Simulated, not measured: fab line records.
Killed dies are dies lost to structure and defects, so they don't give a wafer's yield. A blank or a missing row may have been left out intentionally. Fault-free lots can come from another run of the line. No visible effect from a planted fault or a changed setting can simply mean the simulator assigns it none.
Code-filled problem report in 8D (eight disciplines) form + flow sky130 + the parts of the form that need people (team, actions taken, sign-off) are left out

1. THE ISSUE
Mean DNWELL_TW at SKY_DNWELL_TW_MEAS_09: 30 over 6 wafers in 2 lots; fault-free wafers: 1113, standard deviation 6.6. That is -99 or more standard deviations from the usual mean.
First observed at day 6 13:46: wafer L722.2, on film_metro-01. At this step, 42 wafers from 14 lots have a number in the record. By rule, "out" or "out of limits" means more than 4 standard deviations away from the usual mean. Any other wafer with a number is counted as sound.

2. WHAT IT IS AND WHAT IT IS NOT
| question                    | is                           | is not                                                                          |
|-----------------------------|------------------------------|---------------------------------------------------------------------------------|
| which readings at this step | DNWELL_TW                    | -                                                                               |
| which lots                  | L722, L723                   | L707, L708, L710, L711, L712, L715, L716, L717, L720, L724, L729, L730          |
| which wafers of those lots  | all that have a number       | -                                                                               |
| read on which gauges        | film_metro-01, film_metro-03 | film_metro-02                                                                   |
| when                        | from day 6 13:46             | up to then (27 sound wafers); but 9 sound wafers of L724, L729, L730 came after |

3. WHAT RULES OUT EACH SUSPECT
Counting: a tool stays on the suspect list if, at a process step up to the reading, it processed all lots that are out and no sound lot following the first of them.
- the gauge at SKY_DNWELL_TW_MEAS_09 has been ruled out. Those wafers that are out were read across 2 gauges (film_metro-01, film_metro-03).
- iline_stepper-02 at SKY_DNWELL_EXPOSE_04 (exposes mask DNM, target cd 3000 nm): ruled out as a lasting fault. Sound lots L724 ran on it after its first lot that is out, L722 (day 6 03:34).
Left after counting: nothing in the record.

4. THE CAUSE (what the simulator had put in)
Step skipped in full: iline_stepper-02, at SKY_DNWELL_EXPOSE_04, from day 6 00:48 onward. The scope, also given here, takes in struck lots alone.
It was ruled out by counting, in error; the rule expects a fault to strike all lots run on its tool from its start on, and this fault did not.

5. THE EFFECT CHAIN, in route order
Each row: a reading where the mean over the struck wafers with a number is more than 3 standard deviations away from the usual. Readings are gone through only where the record gives a usual standard deviation; hours: the median, over the lots, of the time from a lot's start at the first step in this table giving one to that lot's start at this step; sigmas: the change measured in usual standard deviations.
| hours | step                  | reading   | usual | on struck wafers | change | sigmas      |
|-------|-----------------------|-----------|-------|------------------|--------|-------------|
| 0     | SKY_DNWELL_TW_MEAS_09 | DNWELL_TW | 1113  | 30               | -1083  | -99 or more |
Readings that are blank on the struck wafers while sound wafers have them: exposure_dose_mJ_cm2 at SKY_DNWELL_EXPOSE_04; focus_offset_nm at SKY_DNWELL_EXPOSE_04; reticle_temp_C at SKY_DNWELL_EXPOSE_04.

6. HOW IT WOULD HAVE BEEN CAUGHT EARLIER
13 hours passed between the start of the fault at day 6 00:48 and the first reading out of limits at a measuring or inspecting step in this record, taken at day 6 13:46.
At SKY_DNWELL_EXPOSE_04 the tool's readings are blank on the struck wafers, where sound wafers have them: an empty tool record is the first sign, and it was there at once.
